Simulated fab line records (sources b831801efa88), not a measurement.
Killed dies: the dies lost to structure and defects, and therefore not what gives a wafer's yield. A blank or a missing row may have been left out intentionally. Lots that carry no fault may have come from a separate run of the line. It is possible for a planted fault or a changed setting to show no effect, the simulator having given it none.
Which tool is to blame? -- flow gf180mcu -- 13 lots with 39 wafers sampled at 5 steps, on a route of 602 steps

## WHAT THE GAUGES SHOWED, per wafer
GF_HV_LDD_OVL_MEAS_47. Usual: for HV_LDD_03_OVL the level is 0.5 nm and the standard deviation is 1.5.
lot,measured,on,HV_LDD_03_OVL (nm),flag
L134,day 12 06:24,overlay-01,0.8 2.0 2.7,
L135,day 12 15:30,overlay-02,-0.1 1.7 -1.3,
L136,day 12 21:54,overlay-01,0.1 -0.4 0.0,
L138,day 13 17:07,overlay-01,2.8 -1.2 1.0,
L139,day 13 23:00,overlay-02,0.4 -1.6 -0.4,
L141,day 15 01:01,overlay-01,0.6 0.3 1.8,
L142,day 15 03:07,overlay-01,-0.1 -1.7 -0.9,
L143,day 15 12:04,overlay-01,1.7 -0.4 2.8,
L146,day 16 11:10,overlay-02,2.6 1.5 -0.1,
L153,day 18 19:37,overlay-01,0.9 1.4 1.6,
L154,day 19 04:49,overlay-01,0.2 -0.1 0.6,
L155,day 19 09:31,overlay-02,2.7 2.7 4.1,
L157,day 19 23:25,overlay-02,-0.1 -0.4 -0.2,

GF_HV_LDD_RS_MEAS_53: measurement is done with a four-point probe. Usual: for HV_LDD_RS the level is 418.1 ohm/sq and the standard deviation is 0.98.
lot,measured,on,HV_LDD_RS (ohm/sq),flag
L134,day 12 06:52,film_metro-02,417.3 418.3 417.0,
L135,day 12 15:58,film_metro-02,419.2 419.6 418.8,
L136,day 12 22:23,film_metro-02,417.7 419.9 419.1,
L138,day 13 17:34,film_metro-02,418.4 418.6 418.4,
L139,day 13 23:28,film_metro-01,416.4 418.2 417.5,
L141,day 15 01:30,film_metro-04,418.8 418.8 417.7,
L142,day 15 03:36,film_metro-01,417.1 417.4 417.0,
L143,day 15 12:32,film_metro-01,417.7 419.0 417.4,
L146,day 16 11:37,film_metro-04,419.7 419.8 420.5,
L153,day 18 20:04,film_metro-04,410.8 410.1 410.3,OFF
L154,day 19 05:16,film_metro-04,412.4 411.6 412.1,OFF
L155,day 19 09:59,film_metro-02,420.7 419.7 419.5,
L157,day 19 23:52,film_metro-01,417.4 418.0 417.9,

GF_HV_LDD_THK_MEAS_55. Usual: for HV_LDD_CVD_54_THK the level is 9.99 nm and the standard deviation is 0.15.
lot,measured,on,HV_LDD_CVD_54_THK (nm),flag
L134,day 12 08:00,film_metro-02,10.19 10.30 10.21,
L135,day 12 17:06,film_metro-01,9.93 10.00 10.00,
L136,day 13 00:01,film_metro-04,10.10 10.16 10.03,
L138,day 13 18:43,film_metro-04,10.05 10.00 10.13,
L139,day 14 00:36,film_metro-02,10.17 10.12 9.95,
L141,day 15 03:25,film_metro-04,9.85 9.87 9.99,
L142,day 15 05:15,film_metro-01,9.94 9.97 10.03,
L143,day 15 14:11,film_metro-01,10.07 10.13 10.05,
L146,day 16 13:16,film_metro-01,10.01 10.06 10.17,
L153,day 18 21:43,film_metro-02,9.85 9.78 9.76,
L154,day 19 06:25,film_metro-04,10.06 10.03 9.98,
L155,day 19 11:07,film_metro-04,9.95 10.04 10.06,
L157,day 20 01:01,film_metro-02,9.82 9.88 9.99,

## WHICH TOOL RAN EACH LOT (tool, then ch and the chambers of the sampled wafers, then the start)
lot,GF_VT_IMPLANT_RTA_45,GF_HV_LDD_IMPLANT_34
L134,"rtp_anneal-01 ch 0, day 7 12:32","implanter-03 ch 0, day 11 11:02"
L135,"rtp_anneal-02 ch 0, day 7 19:41","implanter-04 ch 0, day 11 19:32"
L136,"rtp_anneal-02 ch 0, day 8 01:06","implanter-03 ch 0, day 12 00:01"
L138,"rtp_anneal-02 ch 0, day 8 17:35","implanter-04 ch 0, day 12 21:08"
L139,"rtp_anneal-01 ch 0, day 8 21:56","implanter-03 ch 0, day 13 02:23"
L141,"rtp_anneal-01 ch 0, day 9 18:48","implanter-01 ch 0, day 14 03:40"
L142,"rtp_anneal-02 ch 0, day 9 22:59","implanter-04 ch 0, day 14 05:14"
L143,"rtp_anneal-02 ch 0, day 10 05:31","implanter-04 ch 0, day 14 14:34"
L146,"rtp_anneal-01 ch 0, day 10 22:59","implanter-03 ch 0, day 15 13:02"
L153,"rtp_anneal-02 ch 0, day 12 22:29","implanter-04 ch 0, day 17 19:24"
L154,"rtp_anneal-02 ch 0, day 13 06:35","implanter-04 ch 0, day 18 04:02"
L155,"rtp_anneal-02 ch 0, day 13 12:27","implanter-03 ch 0, day 18 09:01"
L157,"rtp_anneal-01 ch 0, day 13 23:38","implanter-03 ch 0, day 18 23:05"
- GF_VT_IMPLANT_RTA_45: time 30 s.
- GF_HV_LDD_IMPLANT_34

## AS READ BY THE TOOLS THEMSELVES (means over the sampled wafers that have a number; for cases with no such wafer, the mark the record gives instead)
GF_VT_IMPLANT_RTA_45. Usual: lamp_power_pct 35 %, standard deviation 4.5; wafer_temp_C_max 1055.5, standard deviation 2.
lot,tool,lamp_power_pct (%),wafer_temp_C_max,flag
L134,rtp_anneal-01,30,1054.5,
L135,rtp_anneal-02,39,1055.4,
L136,rtp_anneal-02,39,1056.4,
L138,rtp_anneal-02,39,1057.8,
L139,rtp_anneal-01,30,1053.7,
L141,rtp_anneal-01,30,1053.6,
L142,rtp_anneal-02,39,1055.6,
L143,rtp_anneal-02,39,1056.3,
L146,rtp_anneal-01,30,1054.0,
L153,rtp_anneal-02,39,1056.0,
L154,rtp_anneal-02,39,1056.8,
L155,rtp_anneal-02,39,1056.6,
L157,rtp_anneal-01,30,1053.8,

GF_HV_LDD_IMPLANT_34. Usual: dose_ions_cm2 7.501e+12, standard deviation 7.9e+09; end_station_pressure_torr 5.01e-06 Torr, standard deviation 2.5e-07; faraday_current_uA 42.4, standard deviation 0.98.
lot,tool,dose_ions_cm2,end_station_pressure_torr (Torr),faraday_current_uA,flag
L134,implanter-03,7.498e+12,5.05e-06,43.2,
L135,implanter-04,7.496e+12,5.01e-06,41.7,
L136,implanter-03,7.497e+12,4.86e-06,41.8,
L138,implanter-04,7.498e+12,5.11e-06,41.4,
L139,implanter-03,7.501e+12,4.97e-06,42.2,
L141,implanter-01,7.490e+12,4.77e-06,42.5,
L142,implanter-04,7.502e+12,4.95e-06,43.0,
L143,implanter-04,7.502e+12,4.89e-06,42.6,
L146,implanter-03,7.508e+12,5.06e-06,42.4,
L153,implanter-04,1.020e+13,4.79e-06,56.8,OFF
L154,implanter-04,1.020e+13,5.32e-06,56.9,OFF
L155,implanter-03,7.508e+12,5.04e-06,42.7,
L157,implanter-03,7.492e+12,4.88e-06,42.2,

## THE ANSWER, worked out from the rows above alone
Rule: a lot counts as off when the mean over its wafers that have a number is more than 3 standard deviations away from the usual mean. Also off: a lot with no number at a reading for which 4 or more lots have one. All remaining lots with rows at the step are treated as sound. The gauges are gone through in route order, then the tools' own readings, and for those a lot's mean is taken as printed above. The first step at which some lot is off is used, and at that step the reading that is off furthest; a lot without a number counts as furthest.
Off: L153, L154, seen at GF_HV_LDD_RS_MEAS_53 (HV_LDD_RS).
A tool fits if, at a process step before that reading, it ran every lot that is off, and no sound lot after the first of them. Not tried: the gauges at GF_HV_LDD_RS_MEAS_53; whatever is off there is also off at GF_HV_LDD_IMPLANT_34, on other tools, and gauge error can't account for it. One fits: GF_HV_LDD_IMPLANT_34 on implanter-04. Its last sound lot is L143 (day 14 14:34), its first lot that is off L153 (day 17 19:24): a fault that began between those two fits.
The tool's own readings at GF_HV_LDD_IMPLANT_34 bear it out: on the lots that are off they differ by more than 5 times the standard deviation of the sound lots' means. dose_ions_cm2 reads 1.020e+13 there against 7.499e+12 on the sound lots; faraday_current_uA reads 56.8 there against 42.3 on the sound lots.

## WHAT HAD BEEN PUT IN BY THE SIMULATOR
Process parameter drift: implanter-04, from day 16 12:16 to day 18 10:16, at GF_HV_LDD_IMPLANT_34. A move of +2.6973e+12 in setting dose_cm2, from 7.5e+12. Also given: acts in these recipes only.
Lots struck among those shown: L153, L154. The rule above found the same.
